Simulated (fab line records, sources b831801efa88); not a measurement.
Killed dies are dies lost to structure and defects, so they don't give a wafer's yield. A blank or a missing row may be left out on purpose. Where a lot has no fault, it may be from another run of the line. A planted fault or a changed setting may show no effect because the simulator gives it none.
A struck lot beside a sound one    flow sky130    14 steps out of a route of 708
Sound: the wafers L238.1, L238.4, L238.5. Struck: wafers L243.2, L243.5, L243.6. The cause is named last.
At each step with rows: each side's tool, then ch and its chambers, then its first start. Under that, the readings that differ: sound wafers    struck wafers    difference of the means    sigmas: that difference in standard deviations of wafers without a fault.
alike: readings whose means differ by less than 2 such deviations, and words and numbers that are the same on both sides. not compared: withheld readings, readings that some wafer has no value for, bounds like >300 that may hide the same value, and numbers for which the record gives no deviation and whose values overlap.
Wherever a step has rows on one side only, a row that says differs or no value, or a row with sigmas, the two part there. When numbers do not overlap yet have no deviation, they are printed without sigmas and do not part them. A reading missing from all wafers of one side parts the sides only when that side holds two or more wafers.

first, 4 steps without rows for these wafers: SKY_LDD_HVP_SOFTBAKE_03 (time 60 s); SKY_LDD_HVP_EXPOSE_04 (exposes mask HVPTM, target cd 700 nm); SKY_LDD_HVP_PEB_05; SKY_LDD_HVP_DEVELOP_06 (develop time 60 s).
SKY_LDD_HVP_OVL_MEAS_07:
  sound on overlay-01 at day 25 07:39; struck on overlay-02 at day 27 05:24
  alike: LDD_HVP_OVL
after that, 1 step had no rows for these wafers: SKY_LDD_HVP_IMPLANT_08.
SKY_LDD_HVP_STRIP_09: strips in O2/N2.
  sound on plasma asher-03 ch 0,1, day 25 07:50; struck on plasma asher-02 ch 0,1, day 27 05:35
  alike: drypump motor current A, o2 flow sccm, oes product au, strip time to endpoint s
  not compared: rf hours counter h
SKY_LDD_HVP_TW_MEAS_10:
  sound on film metro-03 at day 25 07:56; struck on film metro-04 at day 27 05:41
  alike: LDD_HVP_TW
then, 4 steps without rows for these wafers: SKY_LDD_LDN_DEHYDRATE_00 (time 60 s); SKY_LDD_LDN_HMDS_01 (prime time 60 s); SKY_LDD_LDN_COAT_02 (resist thk 1140 nm); SKY_LDD_LDN_SOFTBAKE_03 (time 60 s).
SKY_LDD_LDN_EXPOSE_04: exposes mask LDNTM, target cd 700 nm.
  sound on iline stepper-02 ch 0, day 25 23:24; struck on iline stepper-02, day 27 19:37
  no value came back on the struck wafers for exposure dose mJ cm2, focus offset nm (nm); on the sound wafers exposure dose mJ cm2 reads 139.88 139.95 140.40
  alike: mask
after that, 1 step had no rows for these wafers: SKY_LDD_LDN_PEB_05.

== WHERE THEY PART ==
Only at SKY_LDD_LDN_EXPOSE_04, within this record.

WHY: what the simulator had put in
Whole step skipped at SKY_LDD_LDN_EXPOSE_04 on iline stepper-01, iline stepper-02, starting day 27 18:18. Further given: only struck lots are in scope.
